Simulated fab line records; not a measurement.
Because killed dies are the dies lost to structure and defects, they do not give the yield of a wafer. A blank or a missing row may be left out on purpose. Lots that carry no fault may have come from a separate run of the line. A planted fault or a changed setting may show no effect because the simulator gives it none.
Shared-tool check :: flow sky130 :: 10 lots and 30 wafers in the sample

THE REASON FOR OPENING IT
At SKY_VIA1_RS_MEAS_22 the reading VIA1_W_RS is flagged on 2 of 10 lots. No-fault wafers: 0.424 ohm/sq, standard deviation 0.007.
Rule: a lot gets a flag if all its wafers with a number sit over 4 standard deviations from that mean, or if no wafer of it has a number. All remaining lots are regarded as sound.

lot: L393
measured: day 34 08:14
on: film_metro-04
VIA1_W_RS (ohm/sq), wafer by wafer: 0.415 0.425 0.414
flag: 

lot: L395
measured: day 35 02:43
on: film_metro-02
VIA1_W_RS (ohm/sq), wafer by wafer: 0.412 0.426 0.409
flag: 

lot: L396
measured: day 35 09:13
on: film_metro-01
VIA1_W_RS (ohm/sq), wafer by wafer: 0.421 0.408 0.405
flag: 

lot: L397
measured: day 35 19:38
on: film_metro-04
VIA1_W_RS (ohm/sq), wafer by wafer: 0.408 0.407 0.430
flag: 

lot: L400
measured: day 36 17:18
on: film_metro-02
VIA1_W_RS (ohm/sq), wafer by wafer: 0.424 0.420 0.419
flag: 

lot: L406
measured: day 38 15:26
on: film_metro-01
VIA1_W_RS (ohm/sq), wafer by wafer: 0.485 0.472 0.474
flag: FLAGGED

lot: L407
measured: day 39 02:59
on: film_metro-01
VIA1_W_RS (ohm/sq), wafer by wafer: 0.428 0.426 0.423
flag: 

lot: L408
measured: day 39 09:31
on: film_metro-04
VIA1_W_RS (ohm/sq), wafer by wafer: 0.493 0.484 0.483
flag: FLAGGED

lot: L411
measured: day 39 23:34
on: film_metro-01
VIA1_W_RS (ohm/sq), wafer by wafer: 0.420 0.431 0.430
flag: 

lot: L412
measured: day 40 04:02
on: film_metro-02
VIA1_W_RS (ohm/sq), wafer by wafer: 0.423 0.433 0.431
flag: 
Average over the flagged lots: 0.482 ohm/sq; offset from the usual +0.058 ohm/sq, equal to +8 standard deviations.

LOT BY LOT: THE TOOL USED
2 process steps preceding the reading are held in the record, out of 708 steps in the route. Cell contents, in order: the tool; ch with the chambers the sampled wafers went through; the start.
lot: L393
flag: 
SKY_METAL1_SPUTTER_01: pvd_sputter-04, day 32 00:04
SKY_VIA1_CVD_21: cvd_w-02 ch 0,1, day 34 08:07

lot: L395
flag: 
SKY_METAL1_SPUTTER_01: pvd_sputter-03, day 32 18:01
SKY_VIA1_CVD_21: cvd_w-02 ch 0,1, day 35 02:37

lot: L396
flag: 
SKY_METAL1_SPUTTER_01: pvd_sputter-04, day 33 01:29
SKY_VIA1_CVD_21: cvd_w-02 ch 0,1, day 35 09:07

lot: L397
flag: 
SKY_METAL1_SPUTTER_01: pvd_sputter-02, day 33 11:45
SKY_VIA1_CVD_21: cvd_w-02 ch 0,1, day 35 19:33

lot: L400
flag: 
SKY_METAL1_SPUTTER_01: pvd_sputter-03, day 34 10:14
SKY_VIA1_CVD_21: cvd_w-01 ch 0,1, day 36 17:13

lot: L406
flag: FLAGGED
SKY_METAL1_SPUTTER_01: pvd_sputter-04, day 36 09:52
SKY_VIA1_CVD_21: cvd_w-02 ch 0,1, day 38 15:20

lot: L407
flag: 
SKY_METAL1_SPUTTER_01: pvd_sputter-04, day 36 20:53
SKY_VIA1_CVD_21: cvd_w-01 ch 0, day 39 02:52

lot: L408
flag: FLAGGED
SKY_METAL1_SPUTTER_01: pvd_sputter-02, day 37 04:38
SKY_VIA1_CVD_21: cvd_w-02 ch 0,1, day 39 09:25

lot: L411
flag: 
SKY_METAL1_SPUTTER_01: pvd_sputter-04, day 37 18:56
SKY_VIA1_CVD_21: cvd_w-01 ch 0,1, day 39 23:28

lot: L412
flag: 
SKY_METAL1_SPUTTER_01: pvd_sputter-03, day 37 23:29
SKY_VIA1_CVD_21: cvd_w-01 ch 0,1, day 40 03:57
What is done by these steps:
- SKY_METAL1_SPUTTER_01: material TiN, target thk 20 nm, time 16.7 s.
- SKY_VIA1_CVD_21: deposits W, target thk 270 nm, time 80.902 s.
- SKY_VIA1_RS_MEAS_22: measures by four-point-probe.

FLAGGED AGAINST TOTAL, ONE TOOL AT A TIME (gauges that did the reading follow at the end)
step: SKY_METAL1_SPUTTER_01
tool: pvd_sputter-02
lots run: 2
flagged: 1
share of the flagged lots: some
sound lots run after its first flagged lot: 0

step: SKY_METAL1_SPUTTER_01
tool: pvd_sputter-03
lots run: 3
flagged: 0
share of the flagged lots: none
sound lots run after its first flagged lot: -

step: SKY_METAL1_SPUTTER_01
tool: pvd_sputter-04
lots run: 5
flagged: 1
share of the flagged lots: some
sound lots run after its first flagged lot: 2 (L407,L411)

step: SKY_VIA1_CVD_21
tool: cvd_w-01
lots run: 4
flagged: 0
share of the flagged lots: none
sound lots run after its first flagged lot: -

step: SKY_VIA1_CVD_21
tool: cvd_w-02
lots run: 6
flagged: 2
share of the flagged lots: all
sound lots run after its first flagged lot: 0

step: SKY_VIA1_RS_MEAS_22
tool: film_metro-01
lots run: 4
flagged: 1
share of the flagged lots: some
sound lots run after its first flagged lot: 2 (L407,L411)

step: SKY_VIA1_RS_MEAS_22
tool: film_metro-02
lots run: 3
flagged: 0
share of the flagged lots: none
sound lots run after its first flagged lot: -

step: SKY_VIA1_RS_MEAS_22
tool: film_metro-04
lots run: 3
flagged: 1
share of the flagged lots: some
sound lots run after its first flagged lot: 0

WHAT IS ALLOWED BY THE TABLE
Rows of the table that ran each flagged lot: 1, that is cvd_w-02 at SKY_VIA1_CVD_21.
- cvd_w-02 at SKY_VIA1_CVD_21 ran 6 lots, 2 of them flagged. A fault beginning between L397 (day 35 19:33), its last sound lot, and L406 (day 38 15:20), its first flagged one, fits the data.
One tool is left: cvd_w-02 at SKY_VIA1_CVD_21.

WHAT THE SIMULATOR PUT IN
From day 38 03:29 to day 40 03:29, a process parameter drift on cvd_w-02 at SKY_VIA1_CVD_21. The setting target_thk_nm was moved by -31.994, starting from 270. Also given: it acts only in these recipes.
Shown lots that were struck: L406, L408. The rule above reached the same finding.
